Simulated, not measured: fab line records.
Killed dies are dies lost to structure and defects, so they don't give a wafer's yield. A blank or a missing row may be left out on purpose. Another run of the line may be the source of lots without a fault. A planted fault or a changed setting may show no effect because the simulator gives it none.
Comparing a struck lot with a sound one + flow sfq_line + 42 out of 325 route steps
Sound: wafers L916.3, L916.5, L916.6. Struck: wafers L925.3, L925.4, L925.5. The cause is given at the end.
Per side, at each step with rows, come the tool, then ch with its chambers, and then its first start. Under that, the readings that differ: sound wafers + struck wafers + difference of the means + sigmas: that difference in standard deviations of wafers without a fault.
alike: readings whose means differ by less than 2 such deviations, and words and numbers that are the same on both sides. not compared: withheld readings, readings that some wafer has no value for, bounds like >300 that may hide the same value, and numbers for which the record gives no deviation and whose values overlap.
A row with sigmas, a row that says differs or no value, or rows on one side alone: a step with any of these is where the two part. Numbers that don't overlap but have no deviation are shown without sigmas and don't part them. A reading missing from all wafers of one side parts the sides only when that side holds two or more wafers.

first, 6 steps without rows for these wafers: SFQ_TRILAYER_I3_VIA_LITHO_COAT_090 (resist thk 62 nm); SFQ_TRILAYER_I3_VIA_LITHO_COAT_085 (resist thk 650 nm); SFQ_TRILAYER_I3_VIA_LITHO_SOFTBAKE_089; SFQ_TRILAYER_I3_VIA_LITHO_EXPOSE_086 (exposes mask I3, target cd 500 nm); SFQ_TRILAYER_I3_VIA_LITHO_PEB_088 (peb time 60 s); SFQ_TRILAYER_I3_VIA_LITHO_DEVELOP_087 (time 60 s).
SFQ_I3_OVL_MEAS_923:
  sound on overlay-02, day 48 05:31; struck on overlay-02, day 51 19:16
  alike: I3_OVL
then, 5 steps without rows for these wafers: SFQ_TRILAYER_I3_VIA_BARC_OPEN_VIA_ETCH_121 (etches BARC in O2, target depth 125 nm, time 41.7 s); SFQ_TRILAYER_I3_VIA_ETCH_VIA_ETCH_088 (etches SiO2 in CHF3, stops on Nb, target depth 260 nm); SFQ_TRILAYER_I3_VIA_STRIP_STRIP_089 (strips in O2); SFQ_TRILAYER_I3_VIA_STRIP_SOLV_CLEAN_090 (cleans in NMP, time 600 s); SFQ_TRILAYER_M4_DEP_PRE_CLEAN_092 (time 22.5 s).
SFQ_TRILAYER_M4_DEP_SPUTTER_091: material Nb, target thk 200 nm, time 133.3 s.
  sound on pvd_sputter-04, day 48 06:30; struck on pvd_sputter-03, day 51 20:16
| reading                                             | sound                | struck               | difference | sigmas      |
|-----------------------------------------------------|----------------------|----------------------|------------|-------------|
| cathode_dc_power_W (W)                              | 2000.6 2000.2 2000.1 | 2427.1 2427.5 2427.2 | +427.0     | +99 or more |
| model.Nb_of_TRILAYER_M4_DEP_SPUTTER_091.thk_nm (nm) | 196.5 196.7 202      | 243.7 240.8 241.7    | +43.7      |             |
  alike: throttle_valve_pct
SFQ_M4_RS_MEAS_924: measures by four-point-probe.
  sound on film_metro-04, day 48 06:38; struck on film_metro-03, day 51 20:23
| reading           | sound             | struck            | difference | sigmas |
|-------------------|-------------------|-------------------|------------|--------|
| M4_NB_RS (ohm/sq) | 0.905 0.903 0.881 | 0.729 0.738 0.736 | -0.162     | -16    |
then, 6 steps without rows for these wafers: SFQ_TRILAYER_M4_LITHO_COAT_098 (resist thk 62 nm); SFQ_TRILAYER_M4_LITHO_COAT_093 (resist thk 600 nm); SFQ_TRILAYER_M4_LITHO_SOFTBAKE_097; SFQ_TRILAYER_M4_LITHO_EXPOSE_094 (exposes mask M4, target cd 500 nm); SFQ_TRILAYER_M4_LITHO_PEB_096 (peb time 60 s); SFQ_TRILAYER_M4_LITHO_DEVELOP_095 (time 60 s).
-- the record jumps here: 5 days lie between the struck wafers' starts before and after --
SFQ_M4_OVL_MEAS_926:
  sound on overlay-01, day 53 11:04; struck on overlay-02, day 57 01:30
| reading     | sound  | struck      | difference | sigmas |
|-------------|--------|-------------|------------|--------|
| M4_OVL (nm) | 6 7 -1 | -15 -13 -13 | -18        | -3     |
SFQ_TRILAYER_M4_BARC_OPEN_METAL_ETCH_123: etches BARC in O2, target depth 125 nm, time 41.7 s.
  sound on rie_metal-04 ch 0,1, day 53 11:07; struck on rie_metal-03 ch 0,1, day 57 01:33
  alike: drypump_motor_current_A, oes_product_au
  not compared: rf_hours_counter_h
SFQ_TRILAYER_M4_ETCH_METAL_ETCH_096: etches Nb in Cl2/Ar, stops on SiO2, target depth 240 nm, time 120 s.
  sound on rie_metal-04 ch 0,1, day 53 11:11; struck on rie_metal-03 ch 0,1, day 57 01:38
| reading               | sound             | struck            | difference | sigmas |
|-----------------------|-------------------|-------------------|------------|--------|
| oes_product_au (a.u.) | 0.883 0.884 0.893 | 0.990 0.988 0.984 | +0.101     | +13    |
  alike: drypump_motor_current_A
  not compared: rf_hours_counter_h
then, 2 steps without rows for these wafers: SFQ_TRILAYER_M4_STRIP_STRIP_097 (strips in O2); SFQ_TRILAYER_M4_STRIP_SOLV_CLEAN_098 (cleans in NMP, time 600 s).
SFQ_TRILAYER_I4_DEP_PECVD_099: deposits SiO2 from SiH4/N2O, time 111.11 s, target thk 500 nm.
  sound on pecvd-01 ch 0,1,2, day 53 12:03; struck on pecvd-02 ch 0,2, day 57 02:29
| reading            | sound      | struck   | difference | sigmas |
|--------------------|------------|----------|------------|--------|
| heater_power_w (W) | 83 105 103 | 53 56 71 | -37        | -2     |
  alike: throttle_valve_pct
SFQ_TRILAYER_I4_CMP_CMP_100: polishes SiO2.
  sound on cmp-02 ch 0,1,2, day 53 22:32; struck on cmp-02 ch 1,2, day 57 07:41
  alike: head_pressure_psi, motor_current_A, platen_rpm, time_to_endpoint_s
SFQ_I4_BOW_MEAS_927:
  sound on film_metro-02, day 54 00:05; struck on film_metro-04, day 57 10:13
  alike: I4_BOW
SFQ_TRILAYER_I4_METRO_MEASURE_101:
  sound on film_metro-02, day 54 00:34; struck on film_metro-04, day 57 10:42
  alike: thk_nm
then, 6 steps without rows for these wafers: SFQ_TRILAYER_I4_VIA_LITHO_COAT_108 (resist thk 62 nm); SFQ_TRILAYER_I4_VIA_LITHO_COAT_103 (resist thk 650 nm); SFQ_TRILAYER_I4_VIA_LITHO_SOFTBAKE_107; SFQ_TRILAYER_I4_VIA_LITHO_EXPOSE_104 (exposes mask I4, target cd 700 nm); SFQ_TRILAYER_I4_VIA_LITHO_PEB_106 (peb time 60 s); SFQ_TRILAYER_I4_VIA_LITHO_DEVELOP_105 (time 60 s).
-- the record jumps here: 4 days lie between the struck wafers' starts before and after --
SFQ_I4_OVL_MEAS_928:
  sound on overlay-02, day 54 14:26; struck on overlay-02, day 61 21:21
  alike: I4_OVL
then, 2 steps without rows for these wafers: SFQ_TRILAYER_I4_VIA_BARC_OPEN_VIA_ETCH_146 (etches BARC in O2, target depth 125 nm, time 41.7 s); SFQ_TRILAYER_I4_VIA_ETCH_VIA_ETCH_106 (etches SiO2 in CHF3, stops on Nb, target depth 260 nm).
SFQ_TRILAYER_I4_VIA_STRIP_STRIP_107: strips in O2.
  sound on rie_metal-02 ch 0,1, day 54 14:49; struck on rie_metal-03 ch 0,1, day 61 21:44
  alike: drypump_motor_current_A, oes_product_au
  not compared: rf_hours_counter_h
then, 2 steps without rows for these wafers: SFQ_TRILAYER_I4_VIA_STRIP_SOLV_CLEAN_108 (cleans in NMP, time 600 s); SFQ_TRILAYER_JJ_TRILAYER_DEP_PRE_CLEAN_113 (time 22.5 s).
-- the record jumps here: 19 days lie between the struck wafers' starts before and after --
SFQ_M8_BOW_MEAS_951:
  sound on film_metro-02, day 78 08:02; struck on film_metro-03, day 80 16:17
| reading               | sound               | struck               | difference | sigmas |
|-----------------------|---------------------|----------------------|------------|--------|
| model.etest.m4.ohm_sq | 0.906 0.9051 0.8813 | 0.7306 0.7394 0.7365 | -0.1620    |        |
  alike: M8_BOW
  not compared: model.etest.m4.comb_log10_ohm

## WHERE THEY PART
Earliest at SFQ_TRILAYER_M4_DEP_SPUTTER_091; latest, in this record, at SFQ_TRILAYER_I4_DEP_PECVD_099. Later steps at which nothing parts them and some readings are alike: SFQ_TRILAYER_I4_CMP_CMP_100, SFQ_I4_BOW_MEAS_927, SFQ_TRILAYER_I4_METRO_MEASURE_101, SFQ_I4_OVL_MEAS_928, SFQ_TRILAYER_I4_VIA_STRIP_STRIP_107, SFQ_M8_BOW_MEAS_951.

WHY: what had been put in by the simulator
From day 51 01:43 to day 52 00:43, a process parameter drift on pvd_sputter-03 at SFQ_TRILAYER_M4_DEP_SPUTTER_091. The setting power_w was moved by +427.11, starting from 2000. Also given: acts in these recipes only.
